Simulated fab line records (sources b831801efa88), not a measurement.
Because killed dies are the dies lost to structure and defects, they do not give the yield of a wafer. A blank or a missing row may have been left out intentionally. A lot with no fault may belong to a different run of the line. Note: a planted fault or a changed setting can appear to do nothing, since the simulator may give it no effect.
One fault through the eyes of 2 desks | flow gf180mcu | what lay behind the numbers comes last; until then each desk has only its own

## FOR THE TOOL OWNER'S DESK: pvd-sputter-01
The tool's own readings at GF_TOP_METAL_SPUTTER_00 (material Ti, target thk 37.5 nm, time 150 s): means of the sampled wafers that have a number, for each lot that ran on this tool. If a lot's mean is further than 4 standard deviations from the usual mean, the lot is out of limits and carries the mark OUT (the distance appears in the brackets).
Columns: A = throttle-valve-pct at GF_TOP_METAL_SPUTTER_00, usual 29.6 %
lot  | first seen here | A
L721 | day 27 05:12    | 30.0
L732 | day 31 10:27    | 29.9
L735 | day 31 23:55    | 30.8
L737 | day 32 08:18    | 30.2
L738 | day 32 11:42    | 29.7
This desk found nothing out of limits on any of the 5 lots.

## FROM THE METROLOGY DESK
What the gauges read for every lot (on any tool): the sampled wafers with a number, averaged. If a lot's mean is further than 4 standard deviations from the usual mean, the lot is out of limits and carries the mark OUT (the distance appears in the brackets).
Columns: A = M3_OVL at GF_M3_OVL_MEAS_15, usual -1 nm; B = V3_OVL at GF_V3_OVL_MEAS_15, usual 0 nm
lot  | first seen here | A   | B
L721 | day 21 06:44    | -3  | 4
L722 | day 21 18:09    | -2  | 7
L723 | day 22 06:11    | -2  | 5
L728 | day 24 00:47    | 3   | 4
L729 | day 24 13:38    | 0   | 3
L733 | day 26 03:14    | 0   | -1
L732 | day 26 06:50    | 1   | -2
L735 | day 26 22:08    | -7  | 1
L734 | day 27 03:24    | -6  | -5
L737 | day 27 08:53    | 1   | 5
L736 | day 27 10:29    | -5  | 9
L738 | day 27 13:02    | -11 | -5
L740 | day 27 19:56    | -5  | -10
L743 | day 28 19:26    | 0   | 0
This desk found nothing out of limits on any of the 14 lots.

## PUT TOGETHER
Nothing out of limits was seen by the tool owner's desk.
At the metrology desk, nothing out of limits was observed.

## WHAT HAD BEEN PUT IN BY THE SIMULATOR
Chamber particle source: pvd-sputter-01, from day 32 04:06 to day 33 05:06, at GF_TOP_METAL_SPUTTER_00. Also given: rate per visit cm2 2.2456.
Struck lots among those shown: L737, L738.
